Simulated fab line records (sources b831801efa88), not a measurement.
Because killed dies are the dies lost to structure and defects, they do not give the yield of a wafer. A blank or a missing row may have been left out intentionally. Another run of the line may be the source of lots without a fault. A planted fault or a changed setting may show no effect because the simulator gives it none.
Matching of chambers    flow gf180mcu    GF_V5_CMP_26 on cmp-01 has 4 sister chambers
The step polishes, stops on SiO2, t overpolish 15 s, target thk 0 nm. 8 wafers are shown with their chamber, then 7 later ones without.

== EACH WAFER AND ITS CHAMBER ==
wafer   chamber  motorCurrentA (A)  overpolishRunS (s)
L445.1  2        11.3               15.010
L445.2  3        11.6               14.998
L448.1  2        11.1               15.001
L448.3  3        11.2               15.017
L447.1  0        11.9               15.007
L447.6  1        10.9               15.002
L449.1  0        12.3               14.993
L449.3  1        11.6               14.999

== WAFERS MISSING THEIR CHAMBER ==
wafer   motorCurrentA (A)  overpolishRunS (s)
L449.4  11.5               14.997
L458.1  11.3               15.013
L458.2  11.7               15.010
L458.5  10.9               15.008
L460.1  11.4               14.991
L460.2  12.0               14.999
L460.5  10.9               14.999

== WHICH CHAMBER EACH ONE RAN IN ==
wafer   from the rows above                in truth
L449.4  can't be placed: 1 or 3 or 2 or 0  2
L458.1  can't be placed: 3 or 2 or 1       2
L458.2  can't be placed: 3 or 2 or 0 or 1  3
L458.5  can't be placed: 2 or 1 or 3       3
L460.1  can't be placed: 1 or 2 or 3 or 0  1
L460.2  can't be placed: 0 or 3 or 1       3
L460.5  can't be placed: 1 or 2 or 3       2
Placed correctly: 0 of 7. Cannot be placed on the basis of these rows: 7; the candidates contain the true chamber in 7. Number placed wrongly: 0.
How it was worked out, from the rows above alone: a wafer's distance from a chamber is the root of the sum, over the readings, of the square of ((its reading less the chamber's mean) divided by the reading's scatter). The wafer belongs to the nearest chamber; if the next one is less than 2 further off, it can't be placed. The mean given for a chamber averages the wafers shown for that chamber. The scatter: the root of (the sum of the squares of (reading less its chamber's mean) over the shown wafers, divided by (wafers less chambers)).
